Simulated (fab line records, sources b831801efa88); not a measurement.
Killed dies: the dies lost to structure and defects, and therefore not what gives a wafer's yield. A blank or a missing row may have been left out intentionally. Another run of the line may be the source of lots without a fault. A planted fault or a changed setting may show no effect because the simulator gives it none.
A struck lot beside a sound one | flow sky130 | 15 out of 708 route steps
Sound: the wafers L234.2, L234.3, L234.5. Wafers L241.1, L241.4, L241.5 were the ones struck. The cause comes at the end.
For every step that has rows: the tool of each side, followed by ch and its chambers, followed by its first start. Under that, the readings that differ: sound wafers | struck wafers | difference of the means | sigmas: that difference in standard deviations of wafers without a fault.
alike: readings whose means differ by less than 2 such deviations, and words and numbers that are the same on both sides. not compared: withheld readings, readings that some wafer has no value for, bounds like >300 that may hide the same value, and numbers for which the record gives no deviation and whose values overlap.
The two part at a step that has a row with sigmas, a row that says differs or no value, or rows on one side only. Numbers that don't overlap but have no deviation are shown without sigmas and don't part them. Lack of a reading on every wafer of one side parts them only where that side has two or more wafers.

SKY_SD_N_OVL_MEAS_08:
  struck on overlay-02, day 34 03:39; sound on overlay-01, day 30 07:48
  alike: SD_N_OVL
then, 2 steps without rows for these wafers: SKY_SD_N_IMPLANT_09; SKY_SD_N_IMPLANT_10.
SKY_SD_N_STRIP_11: strips in O2/N2.
  sound on plasma_asher-03 ch 1, day 30 08:08; struck on plasma_asher-03 ch 0,1, day 34 03:59
  reading                      | sound             | struck            | difference | sigmas
  strip_time_to_endpoint_s (s) | 22.64 22.66 22.64 | 22.54 22.55 22.58 | -0.09      | -2
  alike: chamber_pressure_mTorr, drypump_motor_current_A, n2_flow_sccm, oes_product_au
  not compared: rf_hours_counter_h
SKY_SD_N_TW_MEAS_12:
  struck on film_metro-01, day 34 04:05; sound on film_metro-03, day 30 08:14
  alike: SD_N_TW
then, 1 step without rows for these wafers: SKY_SD_N_CLEAN_13 (cleans in SC1/SC2, time 150 s).
SKY_SD_N_RTA_14: time 2 s.
  sound on rtp_anneal-02 ch 0, day 30 08:21; struck on rtp_anneal-02 ch 0, day 34 04:12
  alike: lamp_power_pct, ramp_down_c_per_s, wafer_temp_C_max
SKY_SD_N_RS_MEAS_16: measures by four-point-probe.
  struck on film_metro-01, day 34 04:22; sound on film_metro-01, day 30 08:32
  alike: SD_N_RS
SKY_SD_N_RS_MEAS_17: measures by four-point-probe.
  struck on film_metro-01, day 34 04:29; sound on film_metro-01, day 30 08:39
  alike: SD_P_RS
SKY_SD_N_RS_MEAS_18: measures by four-point-probe.
  struck on film_metro-01, day 34 04:37; sound on film_metro-01, day 30 08:46
  alike: RES_XHIGH_RS
then, 1 step without rows for these wafers: SKY_SALICIDE_CLEAN_00 (cleans in HF-last, time 30 s).
SKY_LI_CONTACT_HDPCVD_00: deposits PSG, target thk 930 nm, time 155 s.
  sound on hdpcvd-02 ch 1,2, day 30 08:53; struck on hdpcvd-01 ch 1,2, day 34 04:45
  reading                                       | sound             | struck            | difference | sigmas
  run_length_s (s)                              | 183.6 182.5 182.8 | 190.1 190.0 191.7 | +7.6       | +10
  model.PSG_of_LI_CONTACT_HDPCVD_00.thk_nm (nm) | 937.5 921.1 925.4 | 980.4 983.3 980.8 | +53.5      |
SKY_LI_CONTACT_THK_MEAS_01:
  struck on film_metro-03, day 34 04:51; sound on film_metro-04, day 30 09:00
  reading                    | sound       | struck      | difference | sigmas
  LI_CONTACT_HDPCVD_THK (nm) | 937 921 926 | 981 983 981 | +54        | +6
SKY_LI_CONTACT_CMP_02: polishes PSG.
  sound on cmp-01 ch 1,3, day 30 09:03; struck on cmp-01 ch 1,2, day 34 05:01
  alike: motor_current_A
SKY_PAD_OPEN_PROBE_99:
  sound wafers here have rows in the record (prober-01, day 49 15:06); struck ones have none

== WHERE THEY PART ==
Last at SKY_PAD_OPEN_PROBE_99 as far as this record goes, first at SKY_SD_N_STRIP_11.

WHY: what had been put in by the simulator
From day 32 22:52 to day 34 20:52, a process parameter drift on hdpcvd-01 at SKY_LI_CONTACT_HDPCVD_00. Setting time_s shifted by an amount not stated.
